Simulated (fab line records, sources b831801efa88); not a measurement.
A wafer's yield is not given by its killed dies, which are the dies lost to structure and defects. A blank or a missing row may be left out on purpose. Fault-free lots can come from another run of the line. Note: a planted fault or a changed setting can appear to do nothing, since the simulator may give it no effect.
Which tool is to blame? ; flow gf180mcu ; at 1 step of a route of 602, 7 lots with 21 wafers sampled

== WHAT THE GAUGES READ, wafer by wafer ==
GF_CONTACT_THK_MEAS_01.
lot;measured;on;CONTACT_CVD_00_THK (nm)
L263;day 15 14:32;film-metro-04;306 300 304
L266;day 17 00:28;film-metro-02;300 298 305
L268;day 17 15:57;film-metro-03;305 303 300
L270;day 18 15:20;film-metro-04;302 300 303
L272;day 19 04:47;film-metro-04;300 301 297
L278;day 20 23:05;film-metro-03;302 303 299
L284;day 22 18:22;film-metro-04;304 304 305

== TOOL THAT RAN EACH LOT (tool first, then ch and the chambers of the sampled wafers, then the start) ==
There is no process step in the record ahead of these readings.

== THE ANSWER, worked out from the rows above alone ==
Rule: the lots themselves supply what counts as usual. The widest of any qualifying gaps counts: lots, ordered by their means at a reading, are off when they make up no more than a third of the lots, leave a main group of 4 or more, and stand apart from it by 3 or more times the standard deviation of that group's means. If all means in a main group match to the digits the tables above print for the reading, that group is not used. A lot without any number at a reading at which 4 lots or more have one is off too. Where the step has rows for the other lots, those lots are counted as sound.
No lot is off on any of the readings shown, so nothing can be concluded from this.

== WHAT WAS PUT IN BY THE SIMULATOR ==
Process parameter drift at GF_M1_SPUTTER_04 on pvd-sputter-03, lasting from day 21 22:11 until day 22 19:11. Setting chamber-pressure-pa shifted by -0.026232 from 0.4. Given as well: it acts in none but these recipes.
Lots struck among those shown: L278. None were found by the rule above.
